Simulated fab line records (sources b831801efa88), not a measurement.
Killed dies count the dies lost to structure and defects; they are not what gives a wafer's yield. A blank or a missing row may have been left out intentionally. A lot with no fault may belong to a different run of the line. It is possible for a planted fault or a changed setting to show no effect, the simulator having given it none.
fab line records	flow sfq_line
record: lots: 14	wafers: 42	last_day: 90
route steps=325 shown M6@252 M8@323
lots untouched by any fault: they come from a run of this same line in which no faults occurred
start_h: the number of hours between the record's first day and the start of the first shown wafer of the lot	wait_h: hours elapsed since this lot's preceding step	" same as the row above	L1.1+2: a row that stands for several wafers	- either no value or no given start	* or withheld: withheld	< > ~ a bound
route shown NAME@n: names a module that has steps shown in the file, with the first one's number in the route	usual: average and standard deviation across the fault-free wafers	same: alike in all rows	chamber/n: place in a boat	sites: each site's reading	_std_site: the standard deviation of these	_edge_site: mean of outer sites minus mean of inner sites	radius_mm: for every site, how far away it sits from the centre of the wafer	mask NAME#n: copy n	behind: the last tool/chamber to shape the wafer	hold: what put the lot on hold/how long, in hours/how the hold closed	device: which transistor (n, p or np) failed to switch	end of line: at the end of the route, the tests of the same wafers	step lacking rows: just its recipe	killed: the dies lost at the first sort to structure and to defects; this is not the yield of the wafer	map: a wafer's dies, x killed, . not, _ none there
set.NAME: the setting the step ran with; set.NAME@STEP: the setting that earlier step ran with	model.NAME: the simulator's own value behind a step, which no gauge read
route steps across a sampled set of lots; one table per step, one row per wafer
services: from which hour (start_h, from the record's first day; less than 0 if before it) a tool's chamber was out of use, for how many hours, and why
== steps ==
step: SFQ_TRILAYER_M6_DEP_SPUTTER_157
recipe: material: Nb	base_pressure_pa: 1.33e-06	chamber_pressure_pa: 0.1333	substrate_temp_c: 20	target_thk_nm: 200	power_w: 2000	time_s: 133.3
usual: throttle_valve_pct: 30.4/0.98
lot.wafer	tool	chamber	start_h	wait_h	throttle_valve_pct
L262.2	pvd_sputter-05	-	1544.83	0.0	30.2
L262.3	"	-	"	"	30.2
L262.4	"	-	"	"	30.0
L263.3	pvd_sputter-06	-	1668.36	0.0	29.0
L263.4	"	-	"	"	32.0
L263.6	"	-	"	"	30.4
L264.1	pvd_sputter-06	-	1670.76	0.0	29.0
L264.2	"	-	"	"	32.2
L264.3	"	-	"	"	30.2
L265.1	pvd_sputter-03	-	1673.16	0.0	31.1
L265.5	"	-	"	"	28.9
L265.6	"	-	"	"	28.5
L266.2	pvd_sputter-05	-	1676.77	0.0	30.3
L266.4	"	-	"	"	30.3
L266.6	"	-	"	"	29.8
L267.2	pvd_sputter-06	-	1679.16	0.0	31.5
L267.4	"	-	"	"	32.0
L267.5	"	-	"	"	31.7
L268.1	pvd_sputter-06	-	1681.56	0.0	32.2
L268.5	"	-	"	"	29.0
L268.6	"	-	"	"	31.5
L270.2	pvd_sputter-06	-	1686.36	0.0	31.5
L270.3	"	-	"	"	32.1
L270.6	"	-	"	"	31.7
L272.1	pvd_sputter-06	-	1691.16	0.0	30.3
L272.4	"	-	"	"	31.2
L272.5	"	-	"	"	31.5
L278.4	pvd_sputter-05	-	1720.72	0.0	31.5
L278.5	"	-	"	"	29.9
L278.6	"	-	"	"	30.3
L279.2	pvd_sputter-05	-	1726.66	0.0	29.7
L279.4	"	-	"	"	30.4
L279.6	"	-	"	"	31.4
L281.1	pvd_sputter-03	-	1737.83	0.0	28.6
L281.4	"	-	"	"	29.2
L281.5	"	-	"	"	29.1
L283.1	pvd_sputter-05	-	1743.82	0.0	30.5
L283.2	"	-	"	"	30.0
L283.6	"	-	"	"	30.2
L284.2	pvd_sputter-03	-	1745.16	0.0	29.8
L284.4	"	-	"	"	31.0
L284.5	"	-	"	"	29.5
step: SFQ_M6_RS_MEAS_938
recipe: thk_meas_gauge: four-point-probe	reads: Nb_of_TRILAYER_M6_DEP_SPUTTER_157
usual: M6_NB_RS: 0.894/0.01
lot.wafer	tool	chamber	start_h	wait_h	M6_NB_RS[ohm/sq]
L262.2	film_metro-02	-	1544.94	0.1	0.881
L262.3	"	-	"	"	0.881
L262.4	"	-	"	"	0.885
L263.3	film_metro-01	-	1668.49	0.1	0.916
L263.4	"	-	"	"	0.891
L263.6	"	-	"	"	0.903
L264.1	film_metro-02	-	1670.85	0.0	0.902
L264.2	"	-	"	"	0.882
L264.3	"	-	"	"	0.897
L265.1	film_metro-02	-	1673.25	0.0	0.896
L265.5	"	-	"	"	0.878
L265.6	"	-	"	"	0.884
L266.2	film_metro-03	-	1676.89	0.1	0.914
L266.4	"	-	"	"	0.913
L266.6	"	-	"	"	0.915
L267.2	film_metro-03	-	1679.27	0.1	0.895
L267.4	"	-	"	"	0.885
L267.5	"	-	"	"	0.896
L268.1	film_metro-03	-	1681.65	0.0	0.891
L268.5	"	-	"	"	0.894
L268.6	"	-	"	"	0.898
L270.2	film_metro-03	-	1686.47	0.1	0.907
L270.3	"	-	"	"	0.945
L270.6	"	-	"	"	0.912
L272.1	film_metro-02	-	1691.25	0.0	0.949
L272.4	"	-	"	"	0.945
L272.5	"	-	"	"	0.899
L278.4	film_metro-03	-	1720.83	0.1	0.904
L278.5	"	-	"	"	0.900
L278.6	"	-	"	"	0.893
L279.2	film_metro-03	-	1726.77	0.1	0.885
L279.4	"	-	"	"	0.892
L279.6	"	-	"	"	0.896
L281.1	film_metro-01	-	1737.93	0.0	0.887
L281.4	"	-	"	"	0.885
L281.5	"	-	"	"	0.894
L283.1	film_metro-02	-	1743.91	0.0	0.896
L283.2	"	-	"	"	0.898
L283.6	"	-	"	"	0.891
L284.2	film_metro-01	-	1745.27	0.1	0.894
L284.4	"	-	"	"	0.897
L284.5	"	-	"	"	0.897
step: SFQ_TRILAYER_M6_ETCH_METAL_ETCH_162
recipe: target: Nb	stop_on: SiO2	mask_material: PR	chemistry: Cl2/Ar	target_depth_nm: 240	icp_w: 600	bias_w: 80	pressure_mtorr: 10	time_s: 120
usual: drypump_motor_current_A: 5.7/0.56	oes_product_au: 0.891/0.007
lot.wafer	tool	chamber	start_h	wait_h	drypump_motor_current_A	oes_product_au	rf_hours_counter_h
L262.2	rie_metal-03	0	1548.80	0.0	5.1	0.897	22
L262.3	"	0	"	"	5.1	0.894	-
L262.4	"	1	"	"	5.2	0.897	-
L263.3	rie_metal-04	0	1672.54	0.1	5.7	0.883	-
L263.4	"	1	"	"	5.9	0.895	-
L263.6	"	1	"	"	5.9	0.895	-
L264.1	rie_metal-01	1	1676.87	0.1	6.6	0.883	17
L264.2	"	0	"	"	5.1	0.905	41
L264.3	"	0	"	"	5.1	0.883	-
L265.1	rie_metal-04	1	1679.25	0.0	5.9	0.884	63
L265.5	"	0	"	"	5.7	0.904	-
L265.6	"	1	"	"	5.8	0.892	-
L266.2	rie_metal-03	1	1682.85	0.0	5.2	0.881	20
L266.4	"	1	"	"	5.2	0.888	-
L266.6	"	0	"	"	5.1	0.883	-
L267.2	rie_metal-04	1	1686.64	0.0	5.9	0.891	64
L267.4	"	1	"	"	5.9	0.899	-
L267.5	"	1	"	"	5.9	0.897	-
L268.1	rie_metal-04	1	1689.04	0.0	5.9	0.888	64
L268.5	"	1	"	"	5.8	0.890	-
L268.6	"	0	"	"	5.7	0.893	-
L270.2	rie_metal-01	0	1693.84	0.0	5.1	0.885	44
L270.3	"	1	"	"	6.7	0.865	-
L270.6	"	1	"	"	6.7	0.880	-
L272.1	rie_metal-01	0	1699.84	0.0	5.1	0.858	46
L272.4	"	1	"	"	6.7	0.853	-
L272.5	"	0	"	"	5.1	0.876	-
L278.4	rie_metal-04	1	1817.43	0.1	5.9	0.883	-
L278.5	"	1	"	"	5.9	0.889	-
L278.6	"	0	"	"	5.7	0.890	-
L279.2	rie_metal-04	1	1820.99	0.0	5.8	0.894	86
L279.4	"	1	"	"	5.8	0.899	-
L279.6	"	1	"	"	5.8	0.891	-
L281.1	rie_metal-03	0	1830.59	0.0	5.1	0.900	64
L281.4	"	1	"	"	5.2	0.905	-
L281.5	"	1	"	"	5.2	0.886	-
L283.1	rie_metal-01	1	1836.31	0.0	6.6	0.887	41
L283.2	"	0	"	"	5.1	0.893	66
L283.6	"	0	"	"	5.1	0.884	-
L284.2	rie_metal-03	0	1838.71	0.0	5.1	0.892	65
L284.4	"	0	"	"	5.1	0.891	-
L284.5	"	0	"	"	5.1	0.886	-
step: SFQ_M8_THK_MEAS_950
recipe: thk_meas_gauge: xrf	reads: Au_of_TRILAYER_M8_DEP_EVAP_196
usual: M8_AU_THK: 176.9/1.9
lot.wafer	tool	chamber	start_h	wait_h	M8_AU_THK[nm]
L262.2	film_metro-01	-	1782.57	0.1	176.6
L262.3	"	-	"	"	178.3
L262.4	"	-	"	"	177.6
L263.3	film_metro-02	-	1800.58	0.1	179.1
L263.4	"	-	"	"	177.3
L263.6	"	-	"	"	177.8
L264.1	film_metro-02	-	1814.76	0.1	176.7
L264.2	"	-	"	"	177.1
L264.3	"	-	"	"	177.2
L265.1	film_metro-01	-	1818.36	0.1	178.5
L265.5	"	-	"	"	177.2
L265.6	"	-	"	"	175.8
L266.2	film_metro-01	-	1826.32	0.1	175.3
L266.4	"	-	"	"	176.4
L266.6	"	-	"	"	174.8
L267.2	film_metro-03	-	1841.69	0.1	179.0
L267.4	"	-	"	"	175.8
L267.5	"	-	"	"	176.3
L268.1	film_metro-01	-	1842.88	0.1	175.1
L268.5	"	-	"	"	176.0
L268.6	"	-	"	"	178.2
L270.2	film_metro-01	-	1845.29	0.1	174.0
L270.3	"	-	"	"	175.0
L270.6	"	-	"	"	174.8
L272.1	film_metro-02	-	1903.03	0.1	174.5
L272.4	"	-	"	"	174.0
L272.5	"	-	"	"	175.4
L278.4	film_metro-03	-	2078.88	0.1	176.9
L278.5	"	-	"	"	176.4
L278.6	"	-	"	"	177.3
L279.2	film_metro-01	-	2082.46	0.1	178.0
L279.4	"	-	"	"	176.1
L279.6	"	-	"	"	178.9
L281.1	film_metro-03	-	2141.90	0.1	176.5
L281.4	"	-	"	"	175.8
L281.5	"	-	"	"	175.2
L283.1	film_metro-02	-	2156.30	0.1	184.3
L283.2	"	-	"	"	181.0
L283.6	"	-	"	"	179.8
L284.2	film_metro-03	-	2157.51	0.1	175.2
L284.4	"	-	"	"	178.8
L284.5	"	-	"	"	176.2
== services ==
tool	chamber	start_h	hours	kind
rie_metal-03	-	1522.78	2.8	pm
pvd_sputter-03	3	1523.04	-	consumable_replace:kit
pvd_sputter-03	3	1523.04	18.0	scheduled_down
pvd_sputter-03	3	1523.04	18.0	vent_cycle
rie_metal-04	0	1539.78	-	clean
rie_metal-04	0	1539.78	-	consumable_replace:focus_ring
rie_metal-04	0	1539.78	18.3	scheduled_down
rie_metal-04	0	1539.78	18.3	vent_cycle
rie_metal-04	1	1542.73	12.8	repair
pvd_sputter-06	-	1648.24	2.5	repair
rie_metal-04	-	1698.29	0.4	repair
pvd_sputter-05	2	1708.42	-	consumable_replace:kit
pvd_sputter-05	2	1708.42	18.0	scheduled_down
pvd_sputter-05	2	1708.42	18.0	vent_cycle
rie_metal-04	0	1708.97	1.4	repair
rie_metal-01	1	1712.24	18.4	repair
rie_metal-01	0	1713.43	13.7	repair
pvd_sputter-03	-	1759.31	4.9	repair
rie_metal-01	-	1794.11	2.8	pm
rie_metal-04	0	1796.63	2.1	repair
rie_metal-03	-	1809.94	2.5	repair
== key ==
first_sign: step: SFQ_M6_RS_MEAS_938	reading: M6_NB_RS	direction: up	sigmas: 5.2	usual: 0.894	struck: 0.946
effect: step: SFQ_TRILAYER_M6_ETCH_METAL_ETCH_162	reading: oes_product_au	direction: down	sigmas: 4.7	usual: 0.891	struck: 0.859
met_at SFQ_TRILAYER_M6_DEP_SPUTTER_157
struck_lots L270,L272
struck_wafers L270.3,L272.1,L272.4
not_acting_at SFQ_M8_THK_MEAS_950
onset_between 1681.56 1686.36
fault: kind: process_parameter_drift	tool: pvd_sputter-06	chamber: -	onset_h: 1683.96	steps: SFQ_TRILAYER_M6_DEP_SPUTTER_157	channel: target_thk_nm	offset: -10.65	shape: step	end_h: 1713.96	scope: struck_wafers_only	acts_in: these_recipes_only	stated: 200
